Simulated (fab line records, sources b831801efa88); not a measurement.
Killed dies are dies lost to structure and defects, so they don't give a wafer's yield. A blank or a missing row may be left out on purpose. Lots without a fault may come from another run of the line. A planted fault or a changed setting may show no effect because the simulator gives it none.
Which tool did it? | flow gf180mcu | 14 lots, 42 wafers sampled, at 7 steps of a route of 602

WHAT THE GAUGES READ, wafer by wafer
GF_PSD_TW_MEAS_11. Usual: PSD_TW 3164, standard deviation 13.
lot  | measured     | on            | PSD_TW         | flag
L804 | day 13 20:11 | film_metro-04 | 3163 3160 3168 |
L805 | day 15 03:09 | film_metro-04 | 3156 3173 3161 |
L806 | day 15 11:19 | film_metro-04 | 3185 3174 3194 |
L807 | day 15 12:20 | film_metro-03 | 3153 3161 3159 |
L809 | day 16 01:07 | film_metro-04 | 3161 3160 3153 |
L811 | day 16 20:23 | film_metro-01 | 30 30 30       | OFF
L813 | day 17 14:33 | film_metro-04 | 30 30 30       | OFF
L818 | day 19 07:52 | film_metro-03 | 3158 3156 3165 |
L819 | day 19 17:56 | film_metro-03 | 3164 3181 3171 |
L821 | day 20 12:55 | film_metro-03 | 3154 3167 3160 |
L822 | day 21 02:56 | film_metro-03 | 3163 3176 3148 |
L823 | day 21 08:14 | film_metro-04 | 3160 3169 3173 |
L825 | day 21 19:30 | film_metro-04 | 3167 3156 3168 |
L827 | day 22 03:56 | film_metro-03 | 3155 3184 3168 |

GF_PSD_RS_MEAS_15: measures by four-point-probe. Usual: PSD_RS 108.5 ohm/sq, standard deviation 0.31.
lot  | measured     | on            | PSD_RS (ohm/sq)   | flag
L804 | day 13 20:31 | film_metro-04 | 109.1 108.7 109.2 |
L805 | day 15 03:28 | film_metro-03 | 108.6 108.6 108.4 |
L806 | day 15 11:38 | film_metro-03 | 108.3 108.4 108.4 |
L807 | day 15 12:39 | film_metro-01 | 108.5 108.3 108.4 |
L809 | day 16 01:26 | film_metro-04 | 108.3 108.6 108.2 |
L811 | day 16 20:43 | film_metro-01 | 133.0 133.0 132.9 | OFF
L813 | day 17 14:52 | film_metro-03 | 133.1 132.9 132.8 | OFF
L818 | day 19 08:11 | film_metro-04 | 108.6 108.5 108.3 |
L819 | day 19 18:16 | film_metro-01 | 108.3 108.4 108.7 |
L821 | day 20 13:14 | film_metro-03 | 108.5 108.5 108.7 |
L822 | day 21 03:15 | film_metro-04 | 108.9 109.0 108.8 |
L823 | day 21 08:34 | film_metro-04 | 108.9 108.9 108.5 |
L825 | day 21 19:49 | film_metro-03 | 109.2 108.7 108.8 |
L827 | day 22 04:15 | film_metro-01 | 108.2 108.0 108.2 |

GF_V1_THK_MEAS_25: measures by xrf. Usual: V1_W_THK 334 nm, standard deviation 4.5.
lot  | measured     | on            | V1_W_THK (nm) | flag
L804 | day 17 18:16 | film_metro-04 | 330 337 335   |
L805 | day 19 04:20 | film_metro-04 | 335 335 334   |
L806 | day 19 11:44 | film_metro-04 | 327 328 325   |
L807 | day 19 15:19 | film_metro-04 | 327 328 330   |
L809 | day 20 05:45 | film_metro-04 | 339 339 342   |
L818 | day 23 13:43 | film_metro-02 | 336 329 331   |
L819 | day 23 21:01 | film_metro-04 | 327 331 330   |
L821 | day 24 14:14 | film_metro-04 | 330 338 331   |
L822 | day 25 04:37 | film_metro-02 | 327 337 338   |
L823 | day 25 10:00 | film_metro-04 | 327 327 331   |
L825 | day 25 19:42 | film_metro-03 | 333 337 336   |
L827 | day 26 02:52 | film_metro-03 | 328 330 328   |

GF_V3_CD_MEAS_14: target cd 260 nm. Usual: cd_nm 260.4 nm, standard deviation 0.94.
lot  | measured     | on        | cd_nm (nm)        | flag
L804 | day 22 00:01 | cd_sem-02 | 260.3 259.3 260.2 |
L805 | day 23 07:59 | cd_sem-01 | 259.1 259.3 259.0 |
L806 | day 23 15:22 | cd_sem-01 | 260.4 259.5 261.4 |
L807 | day 23 18:44 | cd_sem-02 | 260.1 260.8 261.7 |
L809 | day 24 06:50 | cd_sem-01 | 260.6 260.3 261.3 |
L818 | day 27 07:19 | cd_sem-01 | 260.3 261.1 261.1 |
L819 | day 27 16:02 | cd_sem-02 | 260.2 260.1 260.7 |
L821 | day 28 05:38 | cd_sem-01 | 261.4 260.9 261.2 |
L822 | day 28 18:58 | cd_sem-02 | 261.0 260.8 261.0 |
L823 | day 28 22:32 | cd_sem-01 | 261.1 261.3 262.2 |
L825 | day 29 08:14 | cd_sem-02 | 262.9 260.2 262.9 |
L827 | day 29 14:28 | cd_sem-02 | 259.4 260.5 259.6 |

WHICH TOOL RAN EACH LOT (tool, then ch and the chambers of the sampled wafers, then the start)
lot  | GF_PSD_IMPLANT_09               | GF_PSD_STRIP_10                      | GF_V1_ETCH_17
L804 | implanter-01 ch 0, day 13 19:58 | plasma_asher-04 ch 0,1, day 13 20:05 | rie_diel-03 ch 1,2, day 17 18:16 or earlier
L805 | implanter-02 ch 0, day 15 02:54 | plasma_asher-03 ch 0,1, day 15 03:03 | rie_diel-03 ch 1,3, day 19 04:20 or earlier
L806 | implanter-03 ch 0, day 15 11:04 | plasma_asher-04 ch 0,1, day 15 11:13 | rie_diel-04 ch 0,1,2, day 19 11:44 or earlier
L807 | implanter-02 ch 0, day 15 12:05 | plasma_asher-04 ch 0,1, day 15 12:13 | rie_diel-04 ch 0,1,3, day 19 15:19 or earlier
L809 | implanter-01 ch 0, day 16 00:51 | plasma_asher-04 ch 0,1, day 16 01:00 | rie_diel-02 ch 0,3, day 20 05:45 or earlier
L811 | implanter-02, day 16 20:10      | plasma_asher-03 ch 0,1, day 16 20:18 | -
L813 | implanter-03, day 17 14:18      | plasma_asher-02 ch 0,1, day 17 14:27 | -
L818 | implanter-03 ch 0, day 19 07:37 | plasma_asher-04 ch 0,1, day 19 07:46 | rie_diel-04 ch 0,3, day 23 13:43 or earlier
L819 | implanter-03 ch 0, day 19 17:43 | plasma_asher-02 ch 0,1, day 19 17:51 | rie_diel-04 ch 0,3, day 23 21:01 or earlier
L821 | implanter-03 ch 0, day 20 12:40 | plasma_asher-02 ch 0,1, day 20 12:49 | rie_diel-04 ch 1,2,3, day 24 14:14 or earlier
L822 | implanter-02 ch 0, day 21 02:41 | plasma_asher-04 ch 0,1, day 21 02:49 | rie_diel-04 ch 1,2, day 25 04:37 or earlier
L823 | implanter-02 ch 0, day 21 08:01 | plasma_asher-02 ch 0,1, day 21 08:09 | rie_diel-04 ch 2,3, day 25 10:00 or earlier
L825 | implanter-03 ch 0, day 21 19:15 | plasma_asher-04 ch 0,1, day 21 19:24 | rie_diel-02 ch 0,1,2, day 25 19:42 or earlier
L827 | implanter-03 ch 0, day 22 03:41 | plasma_asher-03 ch 0,1, day 22 03:49 | rie_diel-04 ch 0,1,3, day 26 02:52 or earlier
- GF_PSD_IMPLANT_09
- GF_PSD_STRIP_10: strips in O2/N2.
- GF_V1_ETCH_17: etches SiO2 in C4F8/O2/Ar, stops on TiN, target depth 630 nm.

WHAT THE TOOLS THEMSELVES READ (means of the sampled wafers that have a number; where no wafer has one, the mark that the record gives instead)
GF_PSD_IMPLANT_09. Usual: beam_energy_keV 39.998, standard deviation 0.012; beam_on_s 9.96 s, standard deviation 0.18; dose_ions_cm2 1.4997e+15, standard deviation 1.7e+12; faraday_current_uA 8280, standard deviation 150; tilt_deg 7.002 degrees, standard deviation 0.022.
lot  | tool         | beam_energy_keV | beam_on_s (s) | dose_ions_cm2 | faraday_current_uA | tilt_deg (degrees) | flag
L804 | implanter-01 | 39.990          | 10.06         | 1.4981e+15    | 8198               | 7.018              |
L805 | implanter-02 | 39.986          | 10.04         | 1.4988e+15    | 8234               | 7.013              |
L806 | implanter-03 | 40.012          | 9.97          | 1.5001e+15    | 8288               | 7.000              |
L807 | implanter-02 | 39.986          | 9.94          | 1.4975e+15    | 8294               | 6.985              |
L809 | implanter-01 | 39.994          | 10.01         | 1.4990e+15    | 8224               | 6.985              |
L811 | implanter-02 | -               | -             | -             | -                  | -                  | OFF
L813 | implanter-03 | -               | -             | -             | -                  | -                  | OFF
L818 | implanter-03 | 39.997          | 9.92          | 1.5010e+15    | 8317               | 7.003              |
L819 | implanter-03 | 40.010          | 9.90          | 1.5005e+15    | 8337               | 7.011              |
L821 | implanter-03 | 39.996          | 9.96          | 1.4995e+15    | 8270               | 7.002              |
L822 | implanter-02 | 39.991          | 9.99          | 1.4990e+15    | 8252               | 7.032              |
L823 | implanter-02 | 40.002          | 9.95          | 1.5001e+15    | 8309               | 6.991              |
L825 | implanter-03 | 39.996          | 9.97          | 1.4993e+15    | 8275               | 7.006              |
L827 | implanter-03 | 39.994          | 10.02         | 1.4987e+15    | 8212               | 7.034              |

GF_PSD_STRIP_10. Usual: drypump_motor_current_A 5.8 A, standard deviation 0.58; heater_power_w 331 W, standard deviation 24; o2_flow_sccm 3000 sccm, standard deviation 8.5; oes_product_au 0.592 a.u., standard deviation 0.005; strip_time_to_endpoint_s 16.55 s, standard deviation 0.045.
lot  | tool            | drypump_motor_current_A (A) | heater_power_w (W) | o2_flow_sccm (sccm) | oes_product_au (a.u.) | strip_time_to_endpoint_s (s) | flag
L804 | plasma_asher-04 | 5.3                         | 319                | 3010                | 0.593                 | 16.54                        |
L805 | plasma_asher-03 | 6.2                         | 366                | 3007                | 0.592                 | 16.59                        |
L806 | plasma_asher-04 | 5.4                         | 314                | 2991                | 0.596                 | 16.61                        |
L807 | plasma_asher-04 | 5.4                         | 308                | 2995                | 0.594                 | 16.55                        |
L809 | plasma_asher-04 | 5.4                         | 309                | 3007                | 0.590                 | 16.52                        |
L811 | plasma_asher-03 | 6.5                         | 362                | 2992                | 0.716                 | 12.63                        | OFF
L813 | plasma_asher-02 | 5.7                         | 322                | 3005                | 0.718                 | 12.63                        | OFF
L818 | plasma_asher-04 | 5.3                         | 319                | 2992                | 0.587                 | 16.64                        |
L819 | plasma_asher-02 | 6.2                         | 315                | 3000                | 0.597                 | 16.59                        |
L821 | plasma_asher-02 | 6.2                         | 321                | 2995                | 0.587                 | 16.56                        |
L822 | plasma_asher-04 | 5.3                         | 321                | 3001                | 0.593                 | 16.53                        |
L823 | plasma_asher-02 | 5.7                         | 321                | 2999                | 0.590                 | 16.51                        |
L825 | plasma_asher-04 | 5.5                         | 309                | 2995                | 0.591                 | 16.46                        |
L827 | plasma_asher-03 | 6.5                         | 358                | 2995                | 0.590                 | 16.58                        |

GF_V1_ETCH_17. Usual: oes_product_au 0.856 a.u., standard deviation 0.0044.
lot  | tool        | oes_product_au (a.u.) | flag
L804 | rie_diel-03 | 0.857                 |
L805 | rie_diel-03 | 0.857                 |
L806 | rie_diel-04 | 0.855                 |
L807 | rie_diel-04 | 0.856                 |
L809 | rie_diel-02 | 0.854                 |
L818 | rie_diel-04 | 0.857                 |
L819 | rie_diel-04 | 0.858                 |
L821 | rie_diel-04 | 0.854                 |
L822 | rie_diel-04 | 0.851                 |
L823 | rie_diel-04 | 0.856                 |
L825 | rie_diel-02 | 0.856                 |
L827 | rie_diel-04 | 0.856                 |

THE ANSWER, worked out from the rows above alone
Rule: a lot is off if the mean of its wafers that have a number lies more than 3 standard deviations from the usual mean. A lot without any number at a reading at which 4 lots or more have one is off too. The other lots that the step has rows for count as sound. The gauges are gone through in route order, then the tools' own readings, and for those a lot's mean is taken as printed above. The first step at which some lot is off is used, and at that step the reading that is off furthest; a lot without a number counts as furthest.
Off: L811, L813, at GF_PSD_TW_MEAS_11 (PSD_TW).
A tool fits if, at a process step before that reading, it ran every lot that is off, and no sound lot after the first of them. The gauges at GF_PSD_TW_MEAS_11 aren't tried: what is off there is off at GF_PSD_IMPLANT_09 too, on other tools, and a gauge's error can't cause that. None of those tried fits.

WHAT THE SIMULATOR HAD PUT IN
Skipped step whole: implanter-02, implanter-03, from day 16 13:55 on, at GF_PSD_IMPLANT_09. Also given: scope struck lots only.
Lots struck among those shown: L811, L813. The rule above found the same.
